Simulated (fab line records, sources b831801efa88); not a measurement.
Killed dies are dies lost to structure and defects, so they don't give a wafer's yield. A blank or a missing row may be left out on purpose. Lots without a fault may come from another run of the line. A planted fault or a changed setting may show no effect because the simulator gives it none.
fab line records | flow gf180mcu
record lots=9 wafers=27 last_day=34
route steps=602 shown V3@454 M4@456 V4@492 MIM@511
lots that met no fault: from a run of the same line without faults
start_h: hours from the record's first day to the start of the lot's first wafer shown | wait_h: hours since the lot's step before | " the same as in the row above | L1.1+2: a row that stands for several wafers | - no value, or no start given | * or withheld: withheld | < > ~ a bound
route shown NAME@n: a module of which the file shows steps, and the number in the route of the first | usual: mean/standard deviation of fault-free wafers | same: alike in all rows | chamber/n: place in a boat | sites: the reading at each site | _std_site: their standard deviation | _edge_site: outer sites' mean less inner sites' | radius_mm: how far each site lies from the wafer's centre | mask NAME#n: copy n | behind: the tool/chamber that last shaped the wafer | hold: why the lot was held/for how many hours/how that ended | device: the transistor (n, p or np) that didn't switch | end of line: the same wafers' tests at the end of the route | a step without rows: its recipe alone | killed: dies lost to structure and defects at the first sort, not the wafer's yield | map: a wafer's dies, x killed, . not, _ none there
set.NAME: the setting as run; set.NAME@STEP: as run at that earlier step | model.NAME: the simulator's own value behind a step, which no gauge read
steps of the route over a sample of lots; a table a step, a row a wafer
services: from which hour (start_h, from the record's first day; less than 0 if before it) a tool's chamber was out of use, for how many hours, and why
## steps
# step GF_V3_THK_MEAS_25
# recipe thk_meas_gauge=xrf reads=W_of_V3_CVD_23
# usual V3_W_THK=349/5.3
# columns lot.wafer tool chamber start_h wait_h V3_W_THK[nm]
L210.2 film_metro-02 - 532.24 0.1 352
L210.5 " - " " 355
L210.6 " - " " 352
L212.1 film_metro-03 - 550.62 0.1 351
L212.3 " - " " 348
L212.6 " - " " 345
L216.1 film_metro-04 - 585.02 0.1 345
L216.2 " - " " 337
L216.3 " - " " 340
L221.1 film_metro-03 - 623.97 0.1 349
L221.2 " - " " 351
L221.4 " - " " 349
L226.4 film_metro-02 - 654.82 0.1 354
L226.5 " - " " 358
L226.6 " - " " 347
L225.1 film_metro-04 - 655.44 0.1 350
L225.3 " - " " 349
L225.6 " - " " 347
L229.4 film_metro-04 - 673.79 0.1 347
L229.5 " - " " 343
L229.6 " - " " 349
L230.1 film_metro-02 - 688.30 0.1 347
L230.4 " - " " 350
L230.5 " - " " 345
L231.1 film_metro-04 - 691.35 0.1 350
L231.2 " - " " 349
L231.4 " - " " 345
# step GF_M4_SPUTTER_00
# recipe material=Ti target_thk_nm=37.5 arriving_ion_energy_ev=80 substrate_temp_c=200 chamber_pressure_pa=2 power_w=4000 time_s=150
# usual cathode_dc_power_W=3999.9/0.68 chamber_pressure_pa=2.000/0.0039 throttle_valve_pct=29.9/0.66
# same time_s=150
# columns lot.wafer tool chamber start_h wait_h cathode_dc_power_W chamber_pressure_pa throttle_valve_pct
L210.2 pvd_sputter-04 - 532.73 0.2 3999.8 1.999 31.0
L210.5 " - " " 3999.6 1.997 29.8
L210.6 " - " " 3999.7 2.001 30.8
L212.1 pvd_sputter-01 - 550.98 0.2 4000.6 2.000 29.9
L212.3 " - " " 3999.9 1.996 29.9
L212.6 " - " " 3999.9 1.999 29.9
L216.1 pvd_sputter-04 - 585.38 0.1 4000.3 1.996 30.9
L216.2 " - " " 4001.3 2.001 29.9
L216.3 " - " " 3999.6 1.999 30.3
L221.1 pvd_sputter-02 - 624.33 0.1 3999.4 2.005 29.3
L221.2 " - " " 3999.6 2.006 31.2
L221.4 " - " " 3999.3 1.996 28.7
L226.4 pvd_sputter-01 - 655.15 0.2 4001.1 2.006 29.9
L226.5 " - " " 3999.0 1.995 30.4
L226.6 " - " " 4001.1 1.996 29.3
L225.1 pvd_sputter-02 - 655.80 0.2 3999.8 1.997 30.8
L225.3 " - " " 4000.4 2.001 29.0
L225.6 " - " " 3999.6 2.005 29.4
L229.4 pvd_sputter-02 - 674.25 0.2 3999.6 2.000 29.2
L229.5 " - " " 3999.8 1.996 30.9
L229.6 " - " " 3999.3 2.000 30.2
L230.1 pvd_sputter-02 - 688.86 0.2 4000.3 2.000 30.5
L230.4 " - " " 4000.3 1.999 31.0
L230.5 " - " " 4000.4 2.002 30.2
L231.1 pvd_sputter-01 - 691.71 0.1 3999.6 1.995 29.7
L231.2 " - " " 3999.9 1.994 30.4
L231.4 " - " " 4000.1 1.996 28.9
# step GF_V4_ETCH_16
# recipe chemistry=N2/H2 target_depth_a=withheld overetch_a=withheld time_s=withheld target=BARC ion_energy_ev=194.5 source_w=500 bias_w=100 pressure_mtorr=30 n2_flow_sccm=100 h2_flow_sccm=200
# usual chamber_pressure_mTorr=30.00/0.03 drypump_motor_current_A=5.8/0.55 oes_product_au=0.854/0.0047 rf_fwd_power_W=495.4/2 throttle_valve_pct=13.225/0.0091
# columns lot.wafer tool chamber start_h wait_h chamber_pressure_mTorr drypump_motor_current_A oes_product_au rf_fwd_power_W throttle_valve_pct
L210.2 rie_diel-01 0 578.23 0.0 29.95 5.7 0.859 494.3 13.222
L210.5 " 3 " " 29.98 6.7 0.859 493.1 13.222
L210.6 " 0 " " 30.05 5.7 0.850 494.3 13.218
L212.1 rie_diel-01 1 595.44 0.0 29.99 5.8 0.850 495.0 13.222
L212.3 " 2 " " 30.00 6.2 0.857 497.0 13.227
L212.6 " 2 " " 30.05 6.2 0.856 496.3 13.222
L216.1 rie_diel-01 2 629.48 0.0 30.02 6.1 0.850 496.3 13.225
L216.2 " 1 " " 29.99 5.8 0.855 494.3 13.217
L216.3 " 3 " " 30.01 6.7 0.853 494.4 13.222
L221.1 rie_diel-01 1 665.83 0.0 29.97 5.9 0.853 494.9 13.222
L221.2 " 3 " " 29.99 6.7 0.854 492.9 13.223
L221.4 " 1 " " 29.98 5.8 0.848 492.8 13.225
L226.4 rie_diel-03 2 694.32 0.0 30.01 5.8 0.846 494.6 13.217
L226.5 " 0 " " 29.96 6.0 0.855 499.0 13.228
L226.6 " 1 " " 30.05 6.4 0.855 494.0 13.210
L225.1 rie_diel-04 2 695.27 0.0 30.03 5.1 0.858 496.8 13.222
L225.3 " 1 " " 30.04 5.7 0.859 497.1 13.226
L225.6 " 1 " " 30.03 5.6 0.850 495.7 13.222
L229.4 rie_diel-01 1 712.60 0.0 30.04 5.8 0.845 491.4 13.239
L229.5 " 2 " " 30.01 6.1 0.856 493.9 13.217
L229.6 " 3 " " 29.99 6.7 0.856 497.0 13.224
L230.1 rie_diel-01 2 726.67 0.0 30.02 6.2 0.848 499.0 13.223
L230.4 " 2 " " 29.97 6.2 0.862 497.4 13.226
L230.5 " 3 " " 29.98 6.7 0.859 492.6 13.230
L231.1 rie_diel-03 3 729.82 0.0 30.03 5.3 0.850 496.2 13.227
L231.2 " 2 " " 30.02 5.8 0.862 496.0 13.229
L231.4 " 1 " " 29.98 6.4 0.852 496.2 13.211
# step GF_MIM_SPUTTER_08
# recipe material=AlCu target_thk_nm=200 power_w=10600 time_s=10.6 chamber_pressure_pa=0.4
# usual cathode_dc_power_W=10600/1.9 chamber_pressure_pa=0.4001/0.00081 throttle_valve_pct=29.7/0.68
# columns lot.wafer tool chamber start_h wait_h cathode_dc_power_W chamber_pressure_pa throttle_valve_pct
L210.2 pvd_sputter-02 - 579.94 0.0 10600 0.4005 30.1
L210.5 " - " " 10600 0.4006 30.2
L210.6 " - " " 10601 0.4005 31.1
L212.1 pvd_sputter-03 - 597.15 0.0 10597 0.4017 28.9
L212.3 " - " " 10602 0.4000 30.1
L212.6 " - " " 10601 0.4004 28.8
L216.1 pvd_sputter-03 - 631.20 0.0 10602 0.4003 28.8
L216.2 " - " " 10598 0.3993 29.5
L216.3 " - " " 10603 0.4002 28.9
L221.1 pvd_sputter-02 - 667.58 0.0 10601 0.4007 31.0
L221.2 " - " " 10600 0.4000 28.9
L221.4 " - " " 10600 0.4005 30.1
L226.4 pvd_sputter-02 - 696.08 0.0 10602 0.4009 30.1
L226.5 " - " " 10595 0.4016 31.0
L226.6 " - " " 10602 0.4005 29.3
L225.1 pvd_sputter-02 - 697.03 0.0 10599 0.3993 28.9
L225.3 " - " " 10600 0.3977 29.4
L225.6 " - " " 10606 0.3997 30.4
L229.4 pvd_sputter-01 - 714.40 0.0 10598 0.4017 30.4
L229.5 " - " " 10602 0.3994 30.0
L229.6 " - " " 10598 0.4012 30.5
L230.1 pvd_sputter-01 - 728.38 0.0 10600 0.4005 30.2
L230.4 " - " " 10597 0.4007 30.6
L230.5 " - " " 10604 0.3994 29.9
L231.1 pvd_sputter-01 - 731.54 0.0 10601 0.4005 29.8
L231.2 " - " " 10601 0.3998 30.5
L231.4 " - " " 10601 0.4000 29.7
# step GF_MIM_RS_MEAS_10
# recipe thk_meas_gauge=four-point-probe reads=TiN_of_MIM_SPUTTER_09+AlCu_of_MIM_SPUTTER_08+TiN_of_MIM_SPUTTER_07
# usual MIM_ALCU_RS=0.1609/0.0026
# columns lot.wafer tool chamber start_h wait_h MIM_ALCU_RS[ohm/sq]
L210.2 film_metro-01 - 580.02 0.0 0.1582
L210.5 " - " " 0.1586
L210.6 " - " " 0.1570
L212.1 film_metro-03 - 597.21 0.0 0.1596
L212.3 " - " " 0.1643
L212.6 " - " " 0.1642
L216.1 film_metro-01 - 631.26 0.0 0.1634
L216.2 " - " " 0.1610
L216.3 " - " " 0.1608
L221.1 film_metro-01 - 667.63 0.0 0.1590
L221.2 " - " " 0.1618
L221.4 " - " " 0.1619
L226.4 film_metro-02 - 696.19 0.1 0.1983
L226.5 " - " " 0.1930
L226.6 " - " " 0.1969
L225.1 film_metro-02 - 697.08 0.0 0.1991
L225.3 " - " " 0.1977
L225.6 " - " " 0.2018
L229.4 film_metro-02 - 714.52 0.1 0.1633
L229.5 " - " " 0.1606
L229.6 " - " " 0.1642
L230.1 film_metro-02 - 728.44 0.0 0.1631
L230.4 " - " " 0.1637
L230.5 " - " " 0.1610
L231.1 film_metro-02 - 731.59 0.0 0.1613
L231.2 " - " " 0.1671
L231.4 " - " " 0.1626
# step GF_MIM_THK_MEAS_11
# recipe thk_meas_gauge=xrf reads=AlCu_of_MIM_SPUTTER_08
# usual MIM_ALCU_THK=202/3.4
# columns lot.wafer tool chamber start_h wait_h MIM_ALCU_THK[nm]
L210.2 film_metro-01 - 580.13 0.1 203
L210.5 " - " " 203
L210.6 " - " " 206
L212.1 film_metro-03 - 597.33 0.1 205
L212.3 " - " " 200
L212.6 " - " " 199
L216.1 film_metro-01 - 631.38 0.1 198
L216.2 " - " " 202
L216.3 " - " " 203
L221.1 film_metro-01 - 667.75 0.1 205
L221.2 " - " " 202
L221.4 " - " " 202
L226.4 film_metro-02 - 696.28 0.1 165
L226.5 " - " " 169
L226.6 " - " " 166
L225.1 film_metro-02 - 697.20 0.1 164
L225.3 " - " " 165
L225.6 " - " " 163
L229.4 film_metro-02 - 714.61 0.1 200
L229.5 " - " " 200
L229.6 " - " " 197
L230.1 film_metro-02 - 728.56 0.1 200
L230.4 " - " " 199
L230.5 " - " " 204
L231.1 film_metro-02 - 731.71 0.1 201
L231.2 " - " " 195
L231.4 " - " " 201
# step GF_MIM_METAL_ETCH_19
# recipe chemistry=Cl2/BCl3 mask_material=NOVOLAK stop_on=Si3N4 target_depth_nm=324.5 pressure_mtorr=8 icp_w=800 bias_w=140 Cl2_flow_sccm=80 bcl3_flow_sccm=40 time_s=54.1
# usual chamber_pressure_mTorr=8.000/0.0072 drypump_motor_current_A=5.9/0.31 oes_product_au=0.940/0.0075 rf_fwd_power_W=793.1/2.9 throttle_valve_pct=28.286/0.012
# same time_s=54.1
# columns lot.wafer tool chamber start_h wait_h chamber_pressure_mTorr drypump_motor_current_A oes_product_au rf_fwd_power_W rf_hours_counter_h throttle_valve_pct
L210.2 rie_metal-02 0 600.92 0.1 7.999 6.2 0.951 789.1 3.8 28.275
L210.5 " 0 " " 8.007 6.2 0.936 792.8 - 28.287
L210.6 " 1 " " 8.009 6.0 0.948 797.6 - 28.285
L212.1 rie_metal-04 1 617.22 0.1 8.000 6.1 0.940 790.8 4.9 28.280
L212.3 " 1 " " 8.010 6.1 0.934 791.3 - 28.294
L212.6 " 1 " " 7.989 6.1 0.939 790.8 - 28.308
L216.1 rie_metal-04 0 651.18 0.1 8.001 5.4 0.931 793.4 1.1 28.291
L216.2 " 1 " " 8.014 6.1 0.940 793.8 6.0 28.280
L216.3 " 1 " " 8.001 6.1 0.941 794.4 - 28.291
L221.1 rie_metal-02 1 686.88 0.1 7.999 6.0 0.943 788.7 4.1 28.290
L221.2 " 0 " " 7.995 6.2 0.936 787.5 6.7 28.300
L221.4 " 1 " " 7.998 6.0 0.935 791.3 - 28.290
L226.4 rie_metal-04 1 713.81 0.1 7.993 6.1 0.866 792.4 - 28.355
L226.5 " 1 " " 7.994 6.1 0.882 797.5 - 28.363
L226.6 " 0 " " 7.996 5.4 0.867 797.6 - 28.355
L225.1 rie_metal-02 1 715.12 0.1 7.996 6.0 0.870 793.3 5.5 28.367
L225.3 " 1 " " 7.989 6.0 0.870 793.3 - 28.372
L225.6 " 1 " " 7.997 6.0 0.865 794.1 - 28.373
L229.4 rie_metal-04 1 732.51 0.1 8.000 6.1 0.937 792.6 - 28.303
L229.5 " 0 " " 7.990 5.4 0.937 791.8 - 28.284
L229.6 " 1 " " 7.989 6.1 0.934 791.5 - 28.274
L230.1 rie_metal-02 1 745.37 0.1 8.003 6.0 0.935 788.4 6.6 28.300
L230.4 " 0 " " 7.996 6.2 0.939 792.9 - 28.310
L230.5 " 1 " " 7.997 6.0 0.938 790.7 - 28.286
L231.1 rie_metal-04 0 748.18 0.1 8.002 5.4 0.942 798.9 5.2 28.301
L231.2 " 1 " " 8.002 6.1 0.924 798.1 10.1 28.302
L231.4 " 0 " " 8.001 5.4 0.933 798.9 - 28.283
## services
# columns tool chamber start_h hours kind
rie_diel-04 0 512.71 9.9 repair
rie_diel-03 0 539.17 3.8 repair
pvd_sputter-04 - 546.51 5.0 repair
rie_diel-01 1 552.28 8.7 repair
rie_diel-03 0 555.52 12.3 repair
rie_diel-03 3 568.21 4.8 repair
pvd_sputter-04 - 569.97 4.2 repair
rie_diel-04 3 574.16 34.2 repair
pvd_sputter-02 3 591.70 - consumable_replace:kit
pvd_sputter-02 - 593.36 6.3 repair
rie_diel-03 1 599.00 3.5 repair
rie_diel-01 0 610.43 11.1 repair
rie_diel-03 1 647.58 11.9 repair
pvd_sputter-02 - 648.42 3.8 repair
rie_diel-01 2 649.44 34.0 repair
pvd_sputter-04 - 653.34 5.0 repair
rie_diel-01 - 671.74 0.9 repair
rie_diel-03 3 691.53 1.5 repair
rie_diel-01 0 706.52 30.3 repair
rie_diel-01 1 716.87 5.7 repair
pvd_sputter-02 - 721.56 1.1 repair
rie_diel-01 - 730.21 2.8 pm
rie_diel-04 1 735.77 8.2 repair
rie_diel-04 - 737.88 3.3 repair
## key
first_sign step=GF_MIM_RS_MEAS_10 reading=MIM_ALCU_RS direction=up sigmas=14 usual=0.1609 struck=0.1978
effect step=GF_MIM_THK_MEAS_11 reading=MIM_ALCU_THK direction=down sigmas=11 usual=202 struck=165
effect step=GF_MIM_METAL_ETCH_19 reading=oes_product_au direction=down sigmas=9.3 usual=0.940 struck=0.870
met_at GF_MIM_SPUTTER_08
struck_lots L225,L226
not_acting_at GF_V3_THK_MEAS_25,GF_M4_SPUTTER_00,GF_V4_ETCH_16
onset_between 667.58 696.08
fault kind=process_parameter_drift tool=pvd_sputter-02 chamber=- onset_h=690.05 steps=GF_MIM_SPUTTER_08 channel=time_s offset=* shape=step end_h=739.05 acts_in=* stated=*
